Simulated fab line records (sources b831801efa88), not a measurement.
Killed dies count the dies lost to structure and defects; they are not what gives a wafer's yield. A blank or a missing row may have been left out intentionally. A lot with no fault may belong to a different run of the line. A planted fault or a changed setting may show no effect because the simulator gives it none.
8D (eight disciplines) problem report, filled in by code / flow gf180mcu / the parts of the form that need people (team, actions taken, sign-off) are left out

1. THE PROBLEM
Mean STI_OXIDATION_THK at GF_STI_THK_MEAS_02: 6.79 nm over 6 wafers in 2 lots; fault-free wafers: 9.97 nm, standard deviation 0.2. That is -16 standard deviations from the usual mean.
Seen first at day 4 04:31 on film metro-02, wafer L866.1. Wafers with a number at this step in the record: 33, from 11 lots. The rule behind "out" and "out of limits": a value lying over 4 standard deviations away from the usual mean. Any other wafer with a number is counted as sound.

2. WHAT THIS IS AND IS NOT
question=which readings at this step | is=STI_OXIDATION_THK | is not=-
question=which lots | is=L866, L868 | is not=L853, L855, L857, L860, L864, L865, L867, L870, L876
question=which wafers of those lots | is=all that have a number | is not=-
question=read on which gauges | is=film metro-02, film metro-04 | is not=film metro-01
question=when | is=from day 4 04:31 | is not=up to then (18 sound wafers); but 9 sound wafers of L867, L870, L876 came after

3. WHAT RULES OUT EACH SUSPECT
Counting: a tool stays on the suspect list if, at a process step up to the reading, it processed all lots that are out and no sound lot following the first of them.
- ruled out: the gauge at GF_STI_THK_MEAS_02. The wafers that are out were read on 2 gauges (film metro-02, film metro-04).
- furnace-01 at GF_STI_OXIDATION_01 (stabilise 600 s, purge 300 s, target thk 10 nm): kept. It ran every lot that is out, first L866 (day 4 03:07), and no sound lot after that; its last sound lot up to then is L865 (day 3 22:35). Its own readings are out on those wafers: spike tc bottom C, spike tc centre C, spike tc lower C, spike tc top C, spike tc upper C, tube center temp C, tube_center_temp_C_max, zone power upper pct.
Left after counting: furnace-01 at GF_STI_OXIDATION_01.

4. THE CAUSE (what the simulator had put in)
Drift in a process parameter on furnace-01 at GF_STI_OXIDATION_01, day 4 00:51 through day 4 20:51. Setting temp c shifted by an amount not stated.
Counting left only this tool.

5. SEQUENCE OF EFFECTS, ordered by route
One row per reading whose mean, taken over the struck wafers that have a number, lies over 3 standard deviations from the usual. Scope: only readings with a usual standard deviation given in the record; hours: median across lots of the time from each lot's start at the first step in this table that gives one to its start at this step; sigmas: change in usual standard deviations.
hours=0; step=GF_STI_OXIDATION_01; reading=spike tc bottom C; usual=915 C; on struck wafers=889; change=-26; sigmas=-4.9
hours=0; step=GF_STI_OXIDATION_01; reading=spike tc centre C; usual=900.6 C; on struck wafers=867.8; change=-32.8; sigmas=-34
hours=0; step=GF_STI_OXIDATION_01; reading=spike tc lower C; usual=899.9 C; on struck wafers=867.4; change=-32.5; sigmas=-33
hours=0; step=GF_STI_OXIDATION_01; reading=spike tc top C; usual=914.2 C; on struck wafers=881.0; change=-33.2; sigmas=-20
hours=0; step=GF_STI_OXIDATION_01; reading=spike tc upper C; usual=900.6 C; on struck wafers=867.2; change=-33.4; sigmas=-30
hours=0; step=GF_STI_OXIDATION_01; reading=tube center temp C; usual=900.01 C; on struck wafers=867.10; change=-32.91; sigmas=-99 or more
hours=0; step=GF_STI_OXIDATION_01; reading=tube_center_temp_C_max; usual=902.3; on struck wafers=869.5; change=-32.8; sigmas=-94
hours=0; step=GF_STI_OXIDATION_01; reading=zone power top pct; usual=32.6 %; on struck wafers=31.0; change=-1.6; sigmas=-3.6
hours=0; step=GF_STI_OXIDATION_01; reading=zone power upper pct; usual=16.91 %; on struck wafers=15.43; change=-1.48; sigmas=-6.2
hours=1; step=GF_STI_THK_MEAS_02; reading=STI_OXIDATION_THK; usual=9.97 nm; on struck wafers=6.79; change=-3.19; sigmas=-16
The process steps in it:
- GF_STI_OXIDATION_01: stabilise 600 s, purge 300 s, target thk 10 nm.

6. WHAT WOULD HAVE CAUGHT IT SOONER
The first out-of-limits reading at a measuring or inspecting step in this record came at day 4 04:31, 4 hours after the fault's start at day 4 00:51.
Tool's own readings at GF_STI_OXIDATION_01, spike tc bottom C, spike tc centre C, spike tc lower C, spike tc top C, spike tc upper C, tube center temp C, tube_center_temp_C_max, zone power upper pct: out on all struck wafers the step has rows for; an alarm limit on them would have tripped on the first.
Among the 2 lots that are out, L868 began GF_STI_OXIDATION_01 on furnace-01 after day 4 04:31. Holding the tool at that time would have saved it.
